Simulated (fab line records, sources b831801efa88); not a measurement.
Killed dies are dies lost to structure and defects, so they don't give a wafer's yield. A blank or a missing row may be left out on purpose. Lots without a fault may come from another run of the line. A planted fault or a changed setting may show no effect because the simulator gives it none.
fab line records | flow sky130
record lots=13 wafers=39 last_day=50
route steps=708 shown VT_ADJUST_NCORE@129 VT_ADJUST_PCH@152 RES_PROTECT@215 LDD_LDN@293
lots that met no fault: from a run of the same line without faults
start_h: hours from the record's first day to the start of the lot's first wafer shown | wait_h: hours since the lot's step before | " the same as in the row above | L1.1+2: a row that stands for several wafers | - no value, or no start given | * or withheld: withheld | < > ~ a bound
route shown NAME@n: a module of which the file shows steps, and the number in the route of the first | usual: mean/standard deviation of fault-free wafers | same: alike in all rows | chamber/n: place in a boat | sites: the reading at each site | _std_site: their standard deviation | _edge_site: outer sites' mean less inner sites' | radius_mm: how far each site lies from the wafer's centre | mask NAME#n: copy n | behind: the tool/chamber that last shaped the wafer | hold: why the lot was held/for how many hours/how that ended | device: the transistor (n, p or np) that didn't switch | end of line: the same wafers' tests at the end of the route | a step without rows: its recipe alone | killed: dies lost to structure and defects at the first sort, not the wafer's yield | map: a wafer's dies, x killed, . not, _ none there
set.NAME: the setting as run; set.NAME@STEP: as run at that earlier step | model.NAME: the simulator's own value behind a step, which no gauge read
steps of the route over a sample of lots; a table a step, a row a wafer
services: from which hour (start_h, from the record's first day; less than 0 if before it) a tool's chamber was out of use, for how many hours, and why
## steps
# step SKY_VT_ADJUST_NCORE_STRIP_10
# recipe chemistry=O2/N2 power_w=1400 pressure_mtorr=1500 platen_temp_c=withheld o2_flow_sccm=3000 n2_flow_sccm=300 overash_fraction=0.5
# usual drypump_motor_current_A=5.8/0.3 oes_product_au=0.715/0.0044 strip_time_to_endpoint_s=14.17/0.039
# columns lot.wafer tool chamber start_h wait_h drypump_motor_current_A oes_product_au rf_hours_counter_h strip_time_to_endpoint_s
L958.1 plasma_asher-03 0 179.18 0.1 6.0 0.712 50 14.16
L958.3 " 1 " " 5.4 0.722 - 14.20
L958.6 " 0 " " 6.0 0.718 - 14.17
L959.2 plasma_asher-03 1 185.43 0.1 5.4 0.707 50 14.14
L959.3 " 0 " " 6.0 0.715 - 14.15
L959.6 " 0 " " 6.0 0.710 - 14.21
L962.2 plasma_asher-03 1 205.66 0.1 5.4 0.713 52 14.18
L962.4 " 1 " " 5.4 0.718 - 14.17
L962.5 " 0 " " 6.0 0.717 - 14.20
L964.2 plasma_asher-04 1 226.06 0.1 5.5 0.715 54 14.07
L964.5 " 1 " " 5.5 0.721 - 14.11
L964.6 " 0 " " 6.2 0.707 - 14.14
L965.2 plasma_asher-03 1 231.36 0.1 5.4 0.710 55 14.16
L965.3 " 0 " " 6.0 0.715 - 14.13
L965.6 " 0 " " 6.0 0.719 - 14.18
L966.1 plasma_asher-04 1 237.38 0.1 5.5 0.712 56 14.23
L966.2 " 0 " " 6.2 0.719 56 14.16
L966.3 " 0 " " 6.2 0.721 - 14.20
L973.1 plasma_asher-01 0 294.88 0.1 6.1 0.705 17 14.10
L973.3 " 1 " " 5.5 0.715 - 14.12
L973.5 " 0 " " 6.1 0.718 - 14.11
L974.3 plasma_asher-04 1 303.11 0.1 5.5 0.723 - 14.20
L974.5 " 0 " " 6.2 0.707 - 14.22
L974.6 " 1 " " 5.5 0.714 - 14.21
L975.2 plasma_asher-04 0 311.68 0.1 6.2 0.717 64 14.22
L975.3 " 0 " " 6.2 0.718 - 14.14
L975.5 " 0 " " 6.2 0.707 - 14.17
L976.2 plasma_asher-01 0 318.91 0.1 6.1 0.710 19 14.19
L976.3 " 1 " " 5.5 0.721 - 14.20
L976.6 " 0 " " 6.1 0.713 - 14.20
L977.2 plasma_asher-04 1 324.77 0.1 5.5 0.722 65 14.20
L977.5 " 0 " " 6.2 0.717 - 14.15
L977.6 " 1 " " 5.5 0.719 - 14.19
L978.1 plasma_asher-01 1 329.06 0.1 5.6 0.714 20 14.24
L978.4 " 1 " " 5.6 0.716 - 14.15
L978.5 " 1 " " 5.5 0.714 - 14.27
L981.1 plasma_asher-04 1 341.98 0.1 5.5 0.722 67 14.18
L981.3 " 1 " " 5.5 0.711 - 14.18
L981.6 " 1 " " 5.5 0.704 - 14.20
# step SKY_VT_ADJUST_PCH_STRIP_09
# recipe chemistry=O2/N2 power_w=1400 pressure_mtorr=1500 platen_temp_c=withheld o2_flow_sccm=3000 n2_flow_sccm=300 overash_fraction=0.5
# usual drypump_motor_current_A=5.6/0.47 oes_product_au=0.722/0.0049 strip_time_to_endpoint_s=36.86/0.083
# columns lot.wafer tool chamber start_h wait_h drypump_motor_current_A oes_product_au rf_hours_counter_h strip_time_to_endpoint_s
L958.1 plasma_asher-02 0 223.06 0.1 5.8 0.726 39 36.91
L958.3 " 0 " " 5.8 0.718 - 36.95
L958.6 " 0 " " 5.8 0.728 - 36.98
L959.2 plasma_asher-02 0 229.98 0.1 5.8 0.730 39 37.01
L959.3 " 0 " " 5.8 0.721 - 36.88
L959.6 " 1 " " 4.8 0.730 - 36.98
L962.2 plasma_asher-03 0 250.96 0.1 6.0 0.728 56 36.87
L962.4 " 0 " " 6.0 0.723 - 36.88
L962.5 " 0 " " 6.0 0.714 - 36.88
L964.2 plasma_asher-04 1 274.31 0.1 5.5 0.719 59 36.97
L964.5 " 1 " " 5.5 0.721 - 36.96
L964.6 " 0 " " 6.2 0.715 - 36.96
L965.2 plasma_asher-04 1 278.76 0.1 5.6 0.724 60 36.78
L965.3 " 0 " " 6.2 0.720 - 36.85
L965.6 " 0 " " 6.2 0.719 - 36.80
L966.1 plasma_asher-04 1 285.86 0.1 5.5 0.720 61 36.82
L966.2 " 0 " " 6.2 0.722 61 36.85
L966.3 " 1 " " 5.5 0.717 - 36.82
L973.1 plasma_asher-02 1 348.11 0.1 4.8 0.727 51 36.80
L973.3 " 1 " " 4.8 0.723 - 36.88
L973.5 " 0 " " 5.8 0.718 - 36.84
L974.3 plasma_asher-04 1 357.04 0.1 5.5 0.724 - 36.90
L974.5 " 1 " " 5.5 0.727 - 36.78
L974.6 " 0 " " 6.2 0.722 - 36.92
L975.2 plasma_asher-02 0 365.91 0.1 5.8 0.718 52 36.89
L975.3 " 0 " " 5.8 0.717 - 36.79
L975.5 " 1 " " 4.8 0.726 - 36.95
L976.2 plasma_asher-03 1 374.56 0.1 5.4 0.722 67 36.76
L976.3 " 1 " " 5.4 0.722 - 36.86
L976.6 " 1 " " 5.4 0.723 - 36.87
L977.2 plasma_asher-03 0 380.26 0.1 6.0 0.723 67 36.70
L977.5 " 0 " " 6.0 0.727 - 36.83
L977.6 " 1 " " 5.4 0.726 - 36.87
L978.1 plasma_asher-02 1 384.56 0.1 4.8 0.713 54 36.88
L978.4 " 0 " " 5.8 0.723 - 36.81
L978.5 " 1 " " 4.8 0.711 - 36.87
L981.1 plasma_asher-02 1 399.43 0.1 4.8 0.720 55 36.87
L981.3 " 0 " " 5.8 0.728 - 36.96
L981.6 " 0 " " 5.8 0.718 - 36.92
# step SKY_RES_PROTECT_TW_MEAS_08
# usual POLY_GATE_TW=4030/29
# columns lot.wafer tool chamber start_h wait_h POLY_GATE_TW
L958.1 film_metro-04 - 334.57 0.1 3999
L958.3 " - " " 4025
L958.6 " - " " 4028
L959.2 film_metro-01 - 339.13 0.1 3987
L959.3 " - " " 4008
L959.6 " - " " 4014
L962.2 film_metro-04 - 367.48 0.1 4000
L962.4 " - " " 3997
L962.5 " - " " 4007
L964.2 film_metro-01 - 395.28 0.1 3975
L964.5 " - " " 3975
L964.6 " - " " 4005
L965.2 film_metro-04 - 401.33 0.1 4023
L965.3 " - " " 4021
L965.6 " - " " 4046
L966.1 film_metro-02 - 407.02 0.1 4058
L966.2 " - " " 4066
L966.3 " - " " 4061
L973.1 film_metro-02 - 480.09 0.1 4049
L973.3 " - " " 4061
L973.5 " - " " 4041
L974.3 film_metro-02 - 489.84 0.1 4051
L974.5 " - " " 4026
L974.6 " - " " 4009
L975.2 film_metro-02 - 501.05 0.1 4088
L975.3 " - " " 4044
L975.5 " - " " 4065
L976.2 film_metro-02 - 506.98 0.1 4044
L976.3 " - " " 4058
L976.6 " - " " 4034
L977.2 film_metro-04 - 514.48 0.1 4006
L977.5 " - " " 4053
L977.6 " - " " 4049
L978.1 film_metro-02 - 515.37 0.1 4079
L978.4 " - " " 4054
L978.5 " - " " 4071
L981.1 film_metro-04 - 530.64 0.1 4055
L981.3 " - " " 4040
L981.6 " - " " 4049
# step SKY_LDD_LDN_EXPOSE_04
# recipe mask_id=LDNTM na=0.6 source_shape=conventional sigma_outer=0.6 polarization=unpolarized target_cd_nm=700 dose_mj=140
# usual stage_vel_mm_s=500.04/0.23
# columns lot.wafer tool chamber start_h wait_h mask stage_vel_mm_s
L958.1 iline_stepper-02 0 504.75 - LDNTM#0 500.10
L958.3 " 0 " " LDNTM#0 500.01
L958.6 " 0 " " LDNTM#0 499.88
L959.2 iline_stepper-01 0 511.31 - LDNTM#0 500.28
L959.3 " 0 " " LDNTM#0 500.29
L959.6 " 0 " " LDNTM#0 499.96
L962.2 iline_stepper-02 0 541.16 - LDNTM#0 500.19
L962.4 " 0 " " LDNTM#0 500.27
L962.5 " 0 " " LDNTM#0 500.45
L964.2 iline_stepper-01 0 568.12 - LDNTM#0 499.93
L964.5 " 0 " " LDNTM#0 499.78
L964.6 " 0 " " LDNTM#0 499.82
L965.2 iline_stepper-02 0 572.84 - LDNTM_R1#0 499.93
L965.3 " 0 " " LDNTM_R1#0 499.99
L965.6 " 0 " " LDNTM_R1#0 499.96
L966.1 iline_stepper-01 0 581.70 - LDNTM#0 500.21
L966.2 " 0 " " LDNTM#0 499.88
L966.3 " 0 " " LDNTM#0 499.73
L973.1 iline_stepper-01 0 649.62 - LDNTM#0 500.28
L973.3 " 0 " " LDNTM#0 499.78
L973.5 " 0 " " LDNTM#0 500.19
L974.3 iline_stepper-01 0 659.26 - LDNTM#0 500.09
L974.5 " 0 " " LDNTM#0 500.09
L974.6 " 0 " " LDNTM#0 500.26
L975.2 iline_stepper-02 0 671.52 - LDNTM#0 500.18
L975.3 " 0 " " LDNTM#0 499.59
L975.5 " 0 " " LDNTM#0 500.21
L976.2 iline_stepper-02 0 675.39 - LDNTM#0 500.00
L976.3 " 0 " " LDNTM#0 500.03
L976.6 " 0 " " LDNTM#0 500.13
L977.2 iline_stepper-01 0 680.81 - LDNTM#0 499.79
L977.5 " 0 " " LDNTM#0 499.80
L977.6 " 0 " " LDNTM#0 499.88
L978.1 iline_stepper-01 0 684.50 - LDNTM#0 499.89
L978.4 " 0 " " LDNTM#0 500.63
L978.5 " 0 " " LDNTM#0 500.18
L981.1 iline_stepper-02 0 698.20 - LDNTM#0 500.53
L981.3 " 0 " " LDNTM#0 500.11
L981.6 " 0 " " LDNTM#0 500.17
## services
# columns tool chamber start_h hours kind
iline_stepper-02 - 161.04 4.4 pm
plasma_asher-02 - 170.31 2.8 pm
iline_stepper-02 - 194.48 1.7 repair
plasma_asher-02 - 226.23 2.9 repair
plasma_asher-03 - 236.25 8.5 repair
plasma_asher-04 - 259.42 1.2 repair
iline_stepper-02 - 272.32 1.7 pm
plasma_asher-03 - 302.50 11.8 repair
iline_stepper-01 - 314.92 2.1 pm
iline_stepper-02 - 331.94 0.7 repair
plasma_asher-02 - 339.43 4.0 repair
iline_stepper-02 - 340.89 7.9 repair
plasma_asher-04 - 383.22 0.9 repair
plasma_asher-04 - 421.25 9.0 pm
iline_stepper-01 - 424.88 1.7 pm
iline_stepper-01 - 482.66 18.8 repair
plasma_asher-03 - 496.51 2.9 repair
plasma_asher-04 - 499.67 12.5 repair
iline_stepper-02 - 501.51 1.7 pm
plasma_asher-04 - 554.89 1.1 repair
iline_stepper-01 - 611.02 0.6 repair
iline_stepper-01 - 643.06 1.7 pm
plasma_asher-04 - 658.64 3.5 repair
plasma_asher-03 - 667.47 14.6 pm
## key
first_sign step=SKY_LDD_LDN_EXPOSE_04 reading=mask direction=changed
effect none on later readings
met_at SKY_LDD_LDN_EXPOSE_04
struck_lots L965
sort_left_out L965.2,L965.3,L965.6
tester_left_out L965
not_acting_at SKY_VT_ADJUST_NCORE_STRIP_10,SKY_VT_ADJUST_PCH_STRIP_09,SKY_RES_PROTECT_TW_MEAS_08
onset_between 541.16 572.84
fault kind=wrong_mask tool=any chamber=- onset_h=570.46 steps=SKY_LDD_LDN_EXPOSE_04 aux_copy=LDNTM_R1#0 cd_offset_nm=105 scope=struck_lots_only
# tester_left_out: of these lots the tester's yield and bins aren't shown, on N5 and GAA mostly nor the transistor test; their killed dies are dies lost to structure and defects alone, not to doping, threshold or leakage, so they don't give the yield
# sort_left_out: the simulated sort isn't trusted on such a fault, so these wafers' sort isn't shown, and their yield isn't known
